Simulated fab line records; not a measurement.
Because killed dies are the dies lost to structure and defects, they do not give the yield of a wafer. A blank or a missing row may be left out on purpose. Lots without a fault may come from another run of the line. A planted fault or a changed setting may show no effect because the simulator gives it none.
Matching of chambers | flow sky130 | SKY_LI_CONTACT_CMP_02 on cmp-02: 4 sister chambers
The step polishes PSG. 7 wafers are shown with their chamber, then 8 later ones without.

## WAFERS, EACH WITH ITS CHAMBER
wafer  | chamber | motor current A (A) | time to endpoint s (s)
L392.2 | 0       | 11.5                | 31.9
L393.2 | 2       | 12.5                | 34.0
L393.5 | 3       | 12.5                | 34.1
L403.1 | 1       | 12.1                | 33.6
L403.2 | 0       | 12.3                | 30.7
L403.6 | 3       | 13.4                | 33.9
L406.2 | 1       | 12.3                | 31.6

## WAFERS WITHOUT THEIR CHAMBER
wafer  | motor current A (A) | time to endpoint s (s)
L406.3 | 11.7                | 31.7
L406.4 | 13.2                | 29.9
L407.1 | 12.3                | 30.9
L407.2 | 12.0                | 34.8
L407.3 | 13.5                | 33.4
L408.3 | 11.3                | 34.2
L408.4 | 12.4                | 32.8
L408.5 | 12.7                | 36.1

## EACH ONE'S CHAMBER
wafer  | from the rows above               | in truth
L406.3 | can't be placed: 0 or 1           | 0
L406.4 | can't be placed: 0 or 1 or 3 or 2 | 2
L407.1 | can't be placed: 0 or 1           | 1
L407.2 | can't be placed: 2 or 3 or 1      | 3
L407.3 | can't be placed: 3 or 2 or 1      | 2
L408.3 | can't be placed: 2 or 1 or 0 or 3 | 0
L408.4 | can't be placed: 1 or 2 or 3 or 0 | 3
L408.5 | can't be placed: 2 or 3 or 1      | 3
Correctly placed: 0 of 8. Not placeable from these rows: 8 (in 8, the candidates include the true chamber). Number placed wrongly: 0.
How it was worked out, from the rows above alone: a wafer's distance from a chamber is the root of the sum, over the readings, of the square of ((its reading less the chamber's mean) divided by the reading's scatter). If the next closest chamber is less than 2 further off than the closest, the wafer can't be placed; otherwise it belongs to the closest. For every chamber, the mean is computed from those of its wafers that are shown. How the scatter is found: for the shown wafers, subtract from each reading the mean of its chamber, square and add these, divide the total by (wafers less chambers), then take the root.
